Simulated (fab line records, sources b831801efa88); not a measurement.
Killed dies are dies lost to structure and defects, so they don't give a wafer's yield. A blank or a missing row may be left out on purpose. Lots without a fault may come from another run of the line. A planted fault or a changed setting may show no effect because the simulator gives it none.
fab line records | flow gf180mcu
record lots=24 wafers=72 last_day=34
route steps=602 shown PSD@258 V2@384 M3@412 V3@444 V4@497 V5@555
lots that met no fault: from a run of the same line without faults
start_h: hours from the record's first day to the start of the lot's first wafer shown | wait_h: hours since the lot's step before | " the same as in the row above | L1.1+2: a row that stands for several wafers | - no value, or no start given | * or withheld: withheld | < > ~ a bound
route shown NAME@n: a module of which the file shows steps, and the number in the route of the first | usual: mean/standard deviation of fault-free wafers | same: alike in all rows | chamber/n: place in a boat | sites: the reading at each site | _std_site: their standard deviation | _edge_site: outer sites' mean less inner sites' | radius_mm: how far each site lies from the wafer's centre | mask NAME#n: copy n | behind: the tool/chamber that last shaped the wafer | hold: why the lot was held/for how many hours/how that ended | device: the transistor (n, p or np) that didn't switch | end of line: the same wafers' tests at the end of the route | a step without rows: its recipe alone | killed: dies lost to structure and defects at the first sort, not the wafer's yield | map: a wafer's dies, x killed, . not, _ none there
set.NAME: the setting as run; set.NAME@STEP: as run at that earlier step | model.NAME: the simulator's own value behind a step, which no gauge read
steps of the route over a sample of lots; a table a step, a row a wafer
services: from which hour (start_h, from the record's first day; less than 0 if before it) a tool's chamber was out of use, for how many hours, and why
## steps
# step GF_PSD_STRIP_10
# recipe chemistry=O2/N2 power_w=1400 pressure_mtorr=1500 platen_temp_c=250 o2_flow_sccm=3000 n2_flow_sccm=300 overash_fraction=0.5
# usual drypump_motor_current_A=5.8/0.7 heater_power_w=335/47 oes_product_au=0.593/0.0045 strip_time_to_endpoint_s=16.53/0.04
# columns lot.wafer tool chamber start_h wait_h drypump_motor_current_A heater_power_w oes_product_au rf_hours_counter_h strip_time_to_endpoint_s
L074.1 plasma_asher-03 0 320.63 0.1 5.2 284 0.593 69 16.60
L074.5 " 0 " " 5.2 284 0.592 - 16.54
L074.6 " 1 " " 4.7 356 0.588 - 16.53
L075.1 plasma_asher-01 1 325.25 0.1 6.6 267 0.593 49 16.44
L075.3 " 0 " " 6.3 374 0.586 - 16.48
L075.5 " 0 " " 6.2 395 0.590 - 16.41
L076.1 plasma_asher-01 1 332.10 0.1 6.6 271 0.591 50 16.50
L076.2 " 0 " " 6.3 382 0.594 50 16.50
L076.6 " 0 " " 6.3 378 0.596 - 16.52
L077.1 plasma_asher-03 1 344.93 0.1 4.6 349 0.595 72 16.53
L077.2 " 0 " " 5.2 283 0.592 72 16.52
L077.4 " 1 " " 4.6 366 0.588 - 16.52
L078.2 plasma_asher-03 1 350.40 0.1 4.7 360 0.592 72 16.56
L078.5 " 1 " " 4.6 370 0.597 - 16.52
L078.6 " 0 " " 5.2 278 0.593 - 16.57
L079.1 plasma_asher-04 0 359.18 0.1 6.1 350 0.591 71 16.51
L079.4 " 0 " " 6.1 341 0.589 - 16.54
L079.6 " 0 " " 6.1 343 0.592 - 16.53
L080.2 plasma_asher-01 0 365.23 0.1 6.2 394 0.594 53 16.58
L080.5 " 1 " " 6.6 267 0.595 - 16.55
L080.6 " 0 " " 6.2 376 0.596 - 16.54
L081.1 plasma_asher-03 1 374.16 0.1 4.6 359 0.599 75 16.46
L081.3 " 0 " " 5.2 291 0.593 - 16.52
L081.4 " 1 " " 4.7 356 0.591 - 16.47
L082.1 plasma_asher-04 1 384.74 0.1 6.1 399 0.601 73 16.53
L082.3 " 1 " " 6.1 386 0.584 - 16.53
L082.4 " 0 " " 6.1 349 0.592 - 16.50
L083.4 plasma_asher-01 1 397.93 0.1 6.6 264 0.592 - 16.51
L083.5 " 0 " " 6.3 384 0.592 - 16.49
L083.6 " 1 " " 6.6 268 0.598 - 16.52
L084.1 plasma_asher-04 1 403.03 0.1 6.1 392 0.592 75 16.48
L084.4 " 0 " " 6.1 348 0.593 - 16.55
L084.5 " 0 " " 6.1 338 0.596 - 16.53
L085.1 plasma_asher-01 0 414.26 0.1 6.2 375 0.590 58 16.50
L085.2 " 1 " " 6.6 261 0.602 58 16.51
L085.5 " 0 " " 6.2 378 0.600 - 16.51
L086.4 plasma_asher-04 0 418.86 0.1 6.1 357 0.593 - 16.45
L086.5 " 1 " " 6.1 399 0.597 - 16.45
L086.6 " 0 " " 6.1 343 0.594 - 16.48
L087.1 plasma_asher-01 0 428.59 0.1 6.2 388 0.589 60 16.54
L087.3 " 0 " " 6.2 386 0.593 - 16.57
L087.4 " 1 " " 6.6 267 0.598 - 16.53
L088.1 plasma_asher-03 0 434.09 0.1 5.2 283 0.598 82 16.50
L088.3 " 1 " " 4.6 370 0.596 - 16.48
L088.4 " 0 " " 5.2 282 0.586 - 16.49
L089.1 plasma_asher-01 1 442.06 0.1 6.6 269 0.592 61 16.52
L089.3 " 0 " " 6.2 385 0.608 - 16.57
L089.4 " 1 " " 6.6 263 0.587 - 16.52
L090.4 plasma_asher-03 0 450.53 0.1 5.2 285 0.601 - 16.61
L090.5 " 1 " " 4.6 359 0.593 - 16.58
L090.6 " 0 " " 5.2 287 0.591 - 16.61
L091.1 plasma_asher-03 1 465.46 0.1 4.6 365 0.598 85 16.59
L091.3 " 0 " " 5.2 279 0.587 - 16.59
L091.5 " 1 " " 4.6 365 0.592 - 16.58
L092.2 plasma_asher-04 1 468.61 0.1 6.1 370 0.591 4 16.51
L092.3 " 1 " " 6.1 377 0.592 - 16.58
L092.5 " 1 " " 6.1 381 0.590 - 16.56
L093.1 plasma_asher-03 1 481.09 0.1 4.6 365 0.594 87 16.55
L093.2 " 0 " " 5.2 283 0.584 87 16.55
L093.6 " 1 " " 4.6 367 0.585 - 16.56
L094.1 plasma_asher-03 1 486.34 0.1 4.6 360 0.586 88 16.54
L094.2 " 0 " " 5.1 283 0.591 88 16.54
L094.4 " 1 " " 4.6 369 0.594 - 16.52
L095.1 plasma_asher-04 0 495.03 0.1 6.1 326 0.581 6 16.56
L095.2 " 1 " " 6.1 381 0.591 6 16.54
L095.3 " 0 " " 6.1 340 0.597 - 16.55
L096.2 plasma_asher-04 1 500.76 0.1 6.1 368 0.590 7 16.52
L096.3 " 1 " " 6.1 381 0.592 - 16.53
L096.6 " 0 " " 6.1 326 0.590 - 16.52
L097.1 plasma_asher-01 0 513.69 0.1 6.3 381 0.602 68 16.58
L097.2 " 1 " " 6.6 266 0.588 68 16.55
L097.3 " 1 " " 6.6 260 0.586 - 16.58
# step GF_V2_CVD_02
# recipe material=SiO2 target_thk_nm=850 precursor=TEOS temp_c=400 time_s=94.851 rf_w=600
# usual heater_power_w=657/92
# columns lot.wafer tool chamber start_h wait_h heater_power_w
L074.1 pecvd-01 0 441.88 0.1 507
L074.5 " 1 " " 577
L074.6 " 2 " " 644
L075.1 pecvd-04 0 446.74 0.1 624
L075.3 " 2 " " 719
L075.5 " 1 " " 631
L076.1 pecvd-03 2 455.32 0.1 666
L076.2 " 0 " " 706
L076.6 " 0 " " 790
L077.1 pecvd-04 2 468.43 0.1 684
L077.2 " 1 " " 597
L077.4 " 0 " " 673
L078.2 pecvd-04 0 475.67 0.0 651
L078.5 " 1 " " 584
L078.6 " 0 " " 653
L079.1 pecvd-01 2 485.33 0.1 676
L079.4 " 1 " " 706
L079.6 " 0 " " 522
L080.2 pecvd-04 2 491.59 0.0 701
L080.5 " 2 " " 760
L080.6 " 1 " " 550
L081.1 pecvd-01 1 501.63 0.1 709
L081.3 " 2 " " 657
L081.4 " 1 " " 578
L082.1 pecvd-03 1 511.50 0.1 643
L082.3 " 2 " " 711
L082.4 " 1 " " 700
L083.4 pecvd-04 1 525.18 0.1 492
L083.5 " 0 " " 537
L083.6 " 2 " " 784
L084.1 pecvd-01 1 529.31 0.1 711
L084.4 " 1 " " 735
L084.5 " 0 " " 509
L085.1 pecvd-01 2 542.16 0.1 778
L085.2 " 1 " " 623
L085.5 " 1 " " 721
L086.4 pecvd-01 1 545.44 0.1 582
L086.5 " 0 " " 532
L086.6 " 2 " " 712
L087.1 pecvd-03 1 553.80 0.1 636
L087.3 " 1 " " 693
L087.4 " 2 " " 691
L088.1 pecvd-01 2 560.06 0.1 674
L088.3 " 1 " " 706
L088.4 " 0 " " 549
L089.1 pecvd-03 2 566.59 0.1 692
L089.3 " 0 " " 788
L089.4 " 0 " " 811
L090.4 pecvd-04 1 573.58 0.1 500
L090.5 " 2 " " 699
L090.6 " 0 " " 612
L091.1 pecvd-03 0 588.41 0.1 730
L091.3 " 2 " " 706
L091.5 " 2 " " 580
L092.2 pecvd-01 1 590.61 0.0 663
L092.3 " 0 " " 553
L092.5 " 2 " " 778
L093.1 pecvd-01 0 601.11 0.1 548
L093.2 " 1 " " 686
L093.6 " 1 " " 713
L094.1 pecvd-03 2 607.03 0.1 708
L094.2 " 0 " " 828
L094.4 " 2 " " 573
L095.1 pecvd-01 2 613.65 0.1 794
L095.2 " 0 " " 542
L095.3 " 1 " " 655
L096.2 pecvd-01 0 616.10 0.0 509
L096.3 " 1 " " 671
L096.6 " 2 " " 741
L097.1 pecvd-03 1 631.28 0.1 625
L097.2 " 2 " " 618
L097.3 " 0 " " 710
# step GF_M3_SPUTTER_03
# recipe material=Ti target_thk_nm=10 substrate_temp_c=300 chamber_pressure_pa=0.3 power_w=3000 time_s=6.7
# usual throttle_valve_pct=29.9/1
# columns lot.wafer tool chamber start_h wait_h throttle_valve_pct
L074.1 pvd_sputter-02 - 467.76 0.0 30.8
L074.5 " - " " 28.8
L074.6 " - " " 30.8
L075.1 pvd_sputter-04 - 472.91 0.0 29.5
L075.3 " - " " 28.5
L075.5 " - " " 28.3
L076.1 pvd_sputter-02 - 481.41 0.0 29.3
L076.2 " - " " 30.6
L076.6 " - " " 28.7
L077.1 pvd_sputter-02 - 494.59 0.0 28.8
L077.2 " - " " 31.3
L077.4 " - " " 30.9
L078.2 pvd_sputter-03 - 501.63 0.0 29.9
L078.5 " - " " 27.8
L078.6 " - " " 31.6
L079.1 pvd_sputter-03 - 511.17 0.0 27.6
L079.4 " - " " 30.1
L079.6 " - " " 30.4
L080.2 pvd_sputter-02 - 517.26 0.0 30.9
L080.5 " - " " 29.5
L080.6 " - " " 30.7
L081.1 pvd_sputter-04 - 527.34 0.0 28.6
L081.3 " - " " 30.7
L081.4 " - " " 29.6
L082.1 pvd_sputter-04 - 536.42 0.0 30.6
L082.3 " - " " 30.2
L082.4 " - " " 28.4
L083.4 pvd_sputter-03 - 550.01 0.0 28.1
L083.5 " - " " 31.5
L083.6 " - " " 30.1
L084.1 pvd_sputter-02 - 554.01 0.0 28.9
L084.4 " - " " 31.1
L084.5 " - " " 29.4
L085.1 pvd_sputter-04 - 565.86 0.0 28.7
L085.2 " - " " 29.6
L085.5 " - " " 28.7
L086.4 pvd_sputter-03 - 569.66 0.0 30.3
L086.5 " - " " 31.6
L086.6 " - " " 27.8
L087.1 pvd_sputter-04 - 577.67 0.0 28.6
L087.3 " - " " 29.7
L087.4 " - " " 30.3
L088.1 pvd_sputter-04 - 583.77 0.0 30.7
L088.3 " - " " 30.3
L088.4 " - " " 28.8
L089.1 pvd_sputter-02 - 590.41 0.0 28.9
L089.3 " - " " 29.3
L089.4 " - " " 30.7
L090.4 pvd_sputter-02 - 597.62 0.0 30.7
L090.5 " - " " 29.5
L090.6 " - " " 30.8
L091.1 pvd_sputter-02 - 611.55 0.0 28.7
L091.3 " - " " 30.7
L091.5 " - " " 30.7
L092.2 pvd_sputter-04 - 614.03 0.0 29.7
L092.3 " - " " 28.9
L092.5 " - " " 29.8
L093.1 pvd_sputter-03 - 623.93 0.0 30.3
L093.2 " - " " 31.6
L093.6 " - " " 28.2
L094.1 pvd_sputter-02 - 629.77 0.0 28.9
L094.2 " - " " 30.7
L094.4 " - " " 29.2
L095.1 pvd_sputter-02 - 635.98 0.0 30.6
L095.2 " - " " 28.7
L095.3 " - " " 29.4
L096.2 pvd_sputter-03 - 638.86 0.0 30.0
L096.3 " - " " 31.5
L096.6 " - " " 30.6
L097.1 pvd_sputter-02 - 654.16 0.0 29.5
L097.2 " - " " 31.0
L097.3 " - " " 29.0
# step GF_V3_OVL_MEAS_15
# usual V3_OVL=-2/5.9
# columns lot.wafer tool chamber start_h wait_h V3_OVL[nm]
L074.1 overlay-02 - 516.37 0.1 -5
L074.5 " - " " 3
L074.6 " - " " -12
L075.1 overlay-02 - 521.82 0.1 1
L075.3 " - " " -7
L075.5 " - " " 5
L076.1 overlay-02 - 530.32 0.1 -1
L076.2 " - " " 7
L076.6 " - " " 1
L077.1 overlay-01 - 542.31 0.1 -12
L077.2 " - " " -3
L077.4 " - " " -7
L078.2 overlay-02 - 549.06 0.1 -9
L078.5 " - " " -7
L078.6 " - " " -14
L079.1 overlay-02 - 558.49 0.1 -10
L079.4 " - " " 3
L079.6 " - " " -4
L080.2 overlay-01 - 563.80 0.1 8
L080.5 " - " " -7
L080.6 " - " " 4
L081.1 overlay-02 - 573.46 0.1 -1
L081.3 " - " " -9
L081.4 " - " " 1
L082.1 overlay-01 - 582.59 0.1 1
L082.3 " - " " 2
L082.4 " - " " 1
L083.4 overlay-01 - 594.74 0.1 -1
L083.5 " - " " -1
L083.6 " - " " -1
L084.1 overlay-01 - 598.54 0.1 2
L084.4 " - " " -1
L084.5 " - " " 2
L085.1 overlay-02 - 610.25 0.1 0
L085.2 " - " " 3
L085.5 " - " " -2
L086.4 overlay-02 - 614.16 0.1 -8
L086.5 " - " " 2
L086.6 " - " " 1
L087.1 overlay-01 - 620.97 0.1 -8
L087.3 " - " " -10
L087.4 " - " " -4
L088.1 overlay-01 - 626.17 0.1 6
L088.3 " - " " 5
L088.4 " - " " -6
L089.1 overlay-02 - 634.17 0.1 21
L089.3 " - " " 14
L089.4 " - " " 4
L090.4 overlay-01 - 639.86 0.1 3
L090.5 " - " " -2
L090.6 " - " " 3
L091.1 overlay-01 - 653.04 0.1 -2
L091.3 " - " " 0
L091.5 " - " " -1
L092.2 overlay-01 - 655.73 0.1 5
L092.3 " - " " 3
L092.5 " - " " 5
L093.1 overlay-01 - 665.92 0.1 1
L093.2 " - " " 2
L093.6 " - " " -2
L094.1 overlay-01 - 671.20 0.1 -4
L094.2 " - " " 2
L094.4 " - " " -2
L095.1 overlay-02 - 676.17 0.1 -4
L095.2 " - " " -13
L095.3 " - " " -2
L096.2 overlay-01 - 680.41 0.1 -2
L096.3 " - " " -3
L096.6 " - " " 2
L097.1 overlay-02 - 694.15 0.1 4
L097.2 " - " " -7
L097.3 " - " " 0
# step GF_V4_SPUTTER_21
# recipe material=Ti target_thk_nm=15 chamber_pressure_pa=5 power_w=2500 substrate_temp_c=200 time_s=80.02
# usual throttle_valve_pct=29.7/1
# columns lot.wafer tool chamber start_h wait_h throttle_valve_pct
L074.1 pvd_sputter-02 - 565.35 0.0 30.7
L074.5 " - " " 29.1
L074.6 " - " " 30.7
L075.1 pvd_sputter-02 - 569.75 0.0 30.7
L075.3 " - " " 30.6
L075.5 " - " " 30.5
L076.1 pvd_sputter-02 - 578.74 0.0 28.7
L076.2 " - " " 30.7
L076.6 " - " " 30.9
L077.1 pvd_sputter-03 - 589.84 0.0 31.5
L077.2 " - " " 30.7
L077.4 " - " " 27.9
L078.2 pvd_sputter-03 - 597.11 0.0 30.5
L078.5 " - " " 30.6
L078.6 " - " " 31.5
L079.1 pvd_sputter-02 - 604.45 0.0 30.5
L079.4 " - " " 29.1
L079.6 " - " " 30.3
L080.2 pvd_sputter-03 - 610.29 0.0 28.1
L080.5 " - " " 31.8
L080.6 " - " " 30.4
L081.1 pvd_sputter-02 - 619.12 0.0 29.5
L081.3 " - " " 28.7
L081.4 " - " " 30.8
L082.1 pvd_sputter-02 - 627.70 0.0 29.0
L082.3 " - " " 29.8
L082.4 " - " " 30.8
L083.4 pvd_sputter-03 - 640.04 0.0 28.0
L083.5 " - " " 30.5
L083.6 " - " " 28.0
L084.1 pvd_sputter-03 - 643.56 0.0 30.2
L084.4 " - " " 27.7
L084.5 " - " " 30.2
L085.1 pvd_sputter-01 - 654.41 0.0 28.7
L085.2 " - " " 27.9
L085.5 " - " " 30.7
L086.4 pvd_sputter-02 - 657.90 0.0 31.0
L086.5 " - " " 29.3
L086.6 " - " " 30.6
L087.1 pvd_sputter-02 - 665.06 0.0 31.0
L087.3 " - " " 28.8
L087.4 " - " " 30.8
L088.1 pvd_sputter-01 - 669.65 0.0 27.4
L088.3 " - " " 30.0
L088.4 " - " " 28.9
L089.1 pvd_sputter-01 - 677.31 0.0 29.6
L089.3 " - " " 28.0
L089.4 " - " " 28.8
L090.4 pvd_sputter-01 - 683.64 0.0 29.1
L090.5 " - " " 29.9
L090.6 " - " " 29.1
L091.1 pvd_sputter-02 - 696.39 0.0 30.8
L091.3 " - " " 28.8
L091.5 " - " " 30.6
L092.2 pvd_sputter-01 - 698.70 0.0 29.7
L092.3 " - " " 30.6
L092.5 " - " " 29.9
L093.1 pvd_sputter-02 - 707.08 0.0 30.8
L093.2 " - " " 29.5
L093.6 " - " " 30.6
L094.1 pvd_sputter-01 - 713.41 0.0 30.6
L094.2 " - " " 29.6
L094.4 " - " " 28.0
L095.1 pvd_sputter-02 - 717.29 0.0 29.2
L095.2 " - " " 28.8
L095.3 " - " " 30.8
L096.2 pvd_sputter-01 - 720.04 0.0 30.8
L096.3 " - " " 27.9
L096.6 " - " " 29.2
L097.1 pvd_sputter-02 - 733.86 0.0 28.7
L097.2 " - " " 30.6
L097.3 " - " " 30.9
# step GF_V5_OVL_MEAS_15
# usual V5_OVL=0/5.4
# columns lot.wafer tool chamber start_h wait_h V5_OVL[nm]
L074.1 overlay-01 - 631.20 0.1 9
L074.5 " - " " 0
L074.6 " - " " -9
L075.1 overlay-01 - 635.12 0.1 -4
L075.3 " - " " -4
L075.5 " - " " -2
L076.1 overlay-01 - 643.59 0.1 0
L076.2 " - " " 2
L076.6 " - " " 4
L077.1 overlay-02 - 654.40 0.1 -14
L077.2 " - " " -8
L077.4 " - " " -6
L078.2 overlay-02 - 661.88 0.1 4
L078.5 " - " " 7
L078.6 " - " " 1
L079.1 overlay-02 - 666.62 0.1 9
L079.4 " - " " 13
L079.6 " - " " 0
L080.2 overlay-02 - 673.07 0.1 4
L080.5 " - " " 0
L080.6 " - " " 6
L081.1 overlay-02 - 680.77 0.1 4
L081.3 " - " " 6
L081.4 " - " " 9
L082.1 overlay-02 - 688.47 0.1 -2
L082.3 " - " " -2
L082.4 " - " " -2
L083.4 overlay-01 - 701.22 0.1 0
L083.5 " - " " -6
L083.6 " - " " -6
L084.1 overlay-01 - 704.15 0.1 -6
L084.4 " - " " -2
L084.5 " - " " -6
L085.1 overlay-02 - 715.15 0.1 8
L085.2 " - " " -3
L085.5 " - " " 4
L086.4 overlay-01 - 716.44 0.1 -2
L086.5 " - " " -3
L086.6 " - " " 3
L087.1 overlay-02 - 724.22 0.1 -2
L087.3 " - " " 1
L087.4 " - " " 1
L088.1 overlay-02 - 728.11 0.1 0
L088.3 " - " " 0
L088.4 " - " " -1
L089.1 overlay-01 - 735.27 0.1 -2
L089.3 " - " " -7
L089.4 " - " " 5
L090.4 overlay-01 - 741.07 0.1 -4
L090.5 " - " " 6
L090.6 " - " " 0
L091.1 overlay-02 - 751.37 0.1 -5
L091.3 " - " " 0
L091.5 " - " " -7
L092.2 overlay-02 - 753.37 0.1 -3
L092.3 " - " " -4
L092.5 " - " " -7
L093.1 overlay-01 - 761.07 0.1 -4
L093.2 " - " " 2
L093.6 " - " " 0
L094.1 overlay-02 - 767.76 0.1 -5
L094.2 " - " " 3
L094.4 " - " " 7
L095.1 overlay-02 - 770.70 0.1 7
L095.2 " - " " -8
L095.3 " - " " 10
L096.2 overlay-01 - 773.67 0.1 4
L096.3 " - " " -7
L096.6 " - " " 5
L097.1 overlay-01 - 785.57 0.1 4
L097.2 " - " " -5
L097.3 " - " " 2
## services
# columns tool chamber start_h hours kind
pecvd-01 2 324.25 6.8 repair
plasma_asher-01 - 338.78 1.8 repair
pvd_sputter-02 - 368.58 1.0 repair
pvd_sputter-02 - 395.69 9.8 repair
pvd_sputter-02 - 456.31 1.7 repair
pecvd-01 - 463.90 14.6 pm
plasma_asher-01 - 475.77 0.7 repair
plasma_asher-03 - 489.03 2.8 pm
pecvd-01 - 504.10 12.9 repair
plasma_asher-01 - 504.41 2.1 repair
pvd_sputter-02 - 508.25 0.9 repair
pecvd-01 - 515.64 0.5 repair
plasma_asher-03 - 533.18 28.1 pm
pecvd-01 0 537.97 5.7 repair
plasma_asher-01 - 553.24 1.3 repair
pecvd-01 1 563.15 10.7 repair
pvd_sputter-02 - 574.70 1.9 repair
plasma_asher-03 - 604.17 1.4 repair
plasma_asher-01 - 613.98 14.6 pm
pecvd-01 1 641.61 27.9 repair
pecvd-01 0 644.40 7.2 repair
pecvd-01 - 723.75 2.8 pm
pvd_sputter-03 - 729.49 1.9 repair
plasma_asher-03 - 733.75 9.0 pm
## key
fault none
